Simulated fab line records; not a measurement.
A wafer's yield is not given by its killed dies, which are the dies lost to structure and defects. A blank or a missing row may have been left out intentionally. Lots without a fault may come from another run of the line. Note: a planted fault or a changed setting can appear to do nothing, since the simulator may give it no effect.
Split-lot trial    flow sky130    5 lots, 23 wafers read, on a route of 708 steps

ON THE SPLIT
At SKY_SD_N_DEVELOP_06 (develop time 60 s), the setting dev temp c was moved away from the recipe's 23 C on 4 of the 23 wafers read, by +7.5% to +12.8%. For the rest of the wafers, this setting stayed at what the recipe calls for.

No step appears in the file between the split and the reading.

THE READING
Shown in nm: cd nm at SKY_SD_N_CD_MEAS_07, with target cd 380 nm. Typical for fault-free wafers on this fab line: 380.3 nm, with standard deviation 2.4 nm.

wafer   tool, chamber at the split  dev temp c as run, C  against the recipe  cd nm, nm  against lot-mates on the recipe
L077.2  litho track-03, 0           23                    recipe              378.2      -
L077.3  litho track-03, 0           25.94                 +12.8%              371.1      -8.1
L077.4  litho track-03, 0           23                    recipe              378.7      -
L077.5  litho track-03, 0           25.94                 +12.8%              369.8      -9.4
L077.6  litho track-03, 0           23                    recipe              380.8      -
L078.1  litho track-03, 0           23                    recipe              380.9      -
L078.2  litho track-03, 0           23                    recipe              381.6      -
L078.3  litho track-03, 0           23                    recipe              380.4      -
L078.4  litho track-03, 0           23                    recipe              380.1      -
L078.5  litho track-03, 0           23                    recipe              379.3      -
L080.1  litho track-04, 0           23                    recipe              374.9      -
L080.2  litho track-04, 0           23                    recipe              379.0      -
L080.4  litho track-04, 0           24.72                 +7.5%               374.6      -2.6
L080.5  litho track-04, 0           23                    recipe              377.6      -
L080.6  litho track-04, 0           24.72                 +7.5%               373.7      -3.5
L081.1  litho track-02, 0           23                    recipe              385.2      -
L081.2  litho track-02, 0           23                    recipe              383.6      -
L081.3  litho track-02, 0           23                    recipe              383.5      -
L081.5  litho track-02, 0           23                    recipe              383.2      -
L081.6  litho track-02, 0           23                    recipe              383.5      -
L082.1  litho track-03, 0           23                    recipe              381.7      -
L082.4  litho track-03, 0           23                    recipe              382.5      -
L082.5  litho track-03, 0           23                    recipe              380.7      -

FIT RESULTS
A straight line over all 23 wafers: cd nm changes by -0.829 nm for each +1% of dev temp c; r = -0.83; the points scatter about the line by 2.4 nm.
The same after taking each lot's own level away (the mean of its wafers on the recipe; 23 wafers): -0.621 nm for each +1%; r = -0.92; scatter 1.1 nm.
On that fit, the largest move of dev temp c shifts the reading by 7.9 nm.
The span of the lots' own levels, 377.17 to 383.80 nm, comes to 2.8 times the standard deviation stated above.
So the lot-to-lot level changes the slope: the two fits differ.
Check: -7.71 nm against its lot-mates is what the line predicts for one of the wafers moved furthest among these (+12.8%) when that wafer is left out of the fit. It came out at -8.13 nm against them.

OTHER SPLITS APPLIED TO THESE WAFERS
These wafers also went through other splits before the reading. Each is held against what the fit with the lots' levels taken away leaves over:
other split on the same wafers     wafers away from the commonest value  r with cd nm (lot level and that fit taken away)
SKY_LDD_HVP_IMPLANT_08 energy kev  7                                     -0.22
SKY_SD_P_IMPLANT_09 dose cm2       8                                     -0.15
SKY_RES_XHIGH_COAT_02 spin rpm     10                                    -0.23
SKY_SD_N_SOFTBAKE_03 temp c        5                                     +0.21

FILE'S OWN FIT
cd nm changes by -0.613 nm for each +1% of dev temp c, r = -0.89.
